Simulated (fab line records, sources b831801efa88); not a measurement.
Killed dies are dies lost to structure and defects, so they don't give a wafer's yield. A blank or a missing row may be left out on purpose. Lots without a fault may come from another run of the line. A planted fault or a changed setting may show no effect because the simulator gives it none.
Split-lot experiment | flow sfq_line | 5 lots, 23 wafers read, on a route of 325 steps

THE SPLIT
At SFQ_TRILAYER_JJ_CE_LITHO_COAT_119 (resist thk 62 nm), the setting resist_thk_nm was moved away from the recipe's 62 nm on 7 of the 23 wafers read, by -3.8% to +5.7%. The other wafers ran this setting at the recipe's value.

The reading is taken at the split's own step.

THE READING
BARC_of_TRILAYER_JJ_CE_LITHO_COAT_119.thk_nm (the simulator's own value, which no gauge read), in nm, at SFQ_TRILAYER_JJ_CE_LITHO_COAT_119 (resist thk 62 nm). The file gives no usual value for it. The 16 wafers here that ran the recipe average 61.88 nm, standard deviation 0.19 nm.

wafer  | tool, chamber at the split | resist_thk_nm as run, nm | against the recipe | BARC_of_TRILAYER_JJ_CE_LITHO_COAT_119.thk_nm, nm | against lot-mates on the recipe
L075.1 | litho_track-02, 0          | 62                       | recipe             | 61.71                                            | -
L075.2 | litho_track-02, 0          | 62                       | recipe             | 62.1                                             | -
L075.3 | litho_track-02, 0          | 62                       | recipe             | 61.86                                            | -
L075.4 | litho_track-02, 0          | 62                       | recipe             | 61.73                                            | -
L075.5 | litho_track-02, 0          | 62                       | recipe             | 61.98                                            | -
L076.1 | litho_track-02, 0          | 65.53                    | +5.7%              | 65.76                                            | +3.64
L076.2 | litho_track-02, 0          | 65.53                    | +5.7%              | 65.62                                            | +3.50
L076.4 | litho_track-02, 0          | 65.53                    | +5.7%              | 65.5                                             | +3.38
L076.5 | litho_track-02, 0          | 62                       | recipe             | 62.02                                            | -
L076.6 | litho_track-02, 0          | 62                       | recipe             | 62.22                                            | -
L077.1 | litho_track-04, 0          | 59.66                    | -3.8%              | 59.62                                            | -2.24
L077.2 | litho_track-04, 0          | 59.66                    | -3.8%              | 59.56                                            | -2.30
L077.3 | litho_track-04, 0          | 62                       | recipe             | 61.9                                             | -
L077.4 | litho_track-04, 0          | 62                       | recipe             | 61.8                                             | -
L077.5 | litho_track-04, 0          | 62                       | recipe             | 61.88                                            | -
L082.2 | litho_track-03, 0          | 62.97                    | +1.6%              | 62.92                                            | +0.90
L082.3 | litho_track-03, 0          | 62                       | recipe             | 62.03                                            | -
L082.4 | litho_track-03, 0          | 62                       | recipe             | 61.93                                            | -
L082.5 | litho_track-03, 0          | 62.97                    | +1.6%              | 63.13                                            | +1.11
L082.6 | litho_track-03, 0          | 62                       | recipe             | 62.1                                             | -
L083.2 | litho_track-03, 0          | 62                       | recipe             | 61.54                                            | -
L083.3 | litho_track-03, 0          | 62                       | recipe             | 61.66                                            | -
L083.6 | litho_track-03, 0          | 62                       | recipe             | 61.61                                            | -

THE FIT
A straight line over all 23 wafers: BARC_of_TRILAYER_JJ_CE_LITHO_COAT_119.thk_nm changes by +0.646 nm for each +1% of resist_thk_nm; r = +0.99; the points scatter about the line by 0.18 nm.
The same after taking each lot's own level away (the mean of its wafers on the recipe; 23 wafers): +0.613 nm for each +1%; r = +1.00; scatter 0.1 nm.
On that fit, the largest move of resist_thk_nm shifts the reading by 3.5 nm.
The lots' own levels span 61.603 to 62.120 nm, that is 2.8 times the standard deviation above.
So the lot-to-lot level changes the slope little: the two slopes agree.
Check: with one of the wafers moved furthest among these (+5.7%) left out of the fit, the line predicts +3.45 nm for it against its lot-mates. It came out at +3.64 nm against them.

OTHER SPLITS ON THESE WAFERS
These wafers also went through other splits before the reading. Each is held against what the fit with the lots' levels taken away leaves over:
other split on the same wafers                          | wafers away from the commonest value | r with BARC_of_TRILAYER_JJ_CE_LITHO_COAT_119.thk_nm (lot level and that fit taken away)
SFQ_TRILAYER_M2_BARC_OPEN_METAL_ETCH_077 icp_w          | 9                                    | +0.10
SFQ_TRILAYER_I2_DEP_PECVD_063 rf_w                      | 10                                   | +0.01
SFQ_TRILAYER_I2_VIA_LITHO_COAT_072 spin_rpm             | 12                                   | -0.17
SFQ_TRILAYER_M3_LITHO_COAT_080 spin_rpm                 | 8                                    | -0.18
SFQ_TRILAYER_M3_BARC_OPEN_METAL_ETCH_100 pressure_mtorr | 18                                   | -0.01
SFQ_TRILAYER_I3_VIA_LITHO_EXPOSE_086 dose_mj            | 5                                    | +0.04
SFQ_TRILAYER_M4_LITHO_COAT_093 resist_thk_nm            | 5                                    | -0.15
SFQ_TRILAYER_M4_LITHO_PEB_096 peb_temp_c                | 4                                    | -0.05
SFQ_TRILAYER_M4_ETCH_METAL_ETCH_096 bias_w              | 9                                    | +0.25
SFQ_TRILAYER_I4_VIA_LITHO_EXPOSE_104 dose_mj            | 9                                    | +0.20

THE FILE'S OWN FIT
BARC_of_TRILAYER_JJ_CE_LITHO_COAT_119.thk_nm changes by +0.613 nm for each +1% of resist_thk_nm, r = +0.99.
